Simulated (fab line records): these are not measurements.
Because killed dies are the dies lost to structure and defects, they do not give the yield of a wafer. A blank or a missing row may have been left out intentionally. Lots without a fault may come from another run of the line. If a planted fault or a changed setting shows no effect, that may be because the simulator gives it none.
8D (eight disciplines) problem report, filled in by code / flow gf180mcu / the parts of the form that need people (team, actions taken, sign-off) are left out

## 1. WHAT WENT WRONG
Wafers without a fault read 9.999e+12, standard deviation 1.2e+10; doseIonsCm2 at GF_DNWELL_IMPLANT_07 reads a mean of 9.402e+12 on 6 wafers belonging to 2 lots. That is -50 standard deviations from the usual mean.
First seen on wafer L675.2, day 4 22:52, on implanter-02. Wafers with a number at this step in the record: 18, from 6 lots. By rule, "out" or "out of limits" means more than 4 standard deviations away from the usual mean. The rest of the wafers with a number are treated as sound.

## 2. WHAT IT IS; WHAT IT IS NOT
question=which readings at this step | is=doseIonsCm2 | is not=-
question=which lots | is=L675, L678 | is not=L665, L666, L681, L688
question=which wafers of those lots | is=all that have a number | is not=-
question=read on which tools | is=implanter-02 | is not=implanter-03, implanter-04
question=when | is=from day 4 22:52 | is not=up to then (6 sound wafers); but 6 sound wafers of L681, L688 came after

## 3. SUSPECTS, AND WHAT RULES EACH OUT
Counting: a tool stays on the suspect list if, at a process step up to the reading, it processed all lots that are out and no sound lot following the first of them.
- implanter-02 at GF_DNWELL_IMPLANT_07: kept. All lots that are out passed through it, beginning with L675 at day 4 22:52, and no sound lot followed; its final sound lot before that point was L665 at day 2 18:32. Its own doseIonsCm2 readings are out on those wafers.
The count leaves implanter-02 at GF_DNWELL_IMPLANT_07.

## 4. THE CAUSE (what the simulator had put in)
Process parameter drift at GF_DNWELL_IMPLANT_07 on implanter-02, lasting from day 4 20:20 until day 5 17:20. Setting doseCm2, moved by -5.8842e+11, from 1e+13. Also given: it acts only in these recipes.
The count eliminated every tool but this one.

## 5. THE CHAIN OF EFFECTS, in route order
Each row: a reading whose mean over the struck wafers that have a number lies more than 3 standard deviations from the usual. Readings are gone through only where the record gives a usual standard deviation; hours: the median, over the lots, of the time from a lot's start at the first step in this table giving one to that lot's start at this step; sigmas: the change measured in usual standard deviations.
hours=0; step=GF_DNWELL_IMPLANT_07; reading=doseIonsCm2; usual=9.999e+12; on struck wafers=9.402e+12; change=-5.975e+11; sigmas=-50
Its process steps:
- GF_DNWELL_IMPLANT_07

## 6. WHAT WOULD HAVE CAUGHT IT SOONER
3 hours passed between the start of the fault at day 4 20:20 and the first reading out of limits in this record, taken at day 4 22:52.
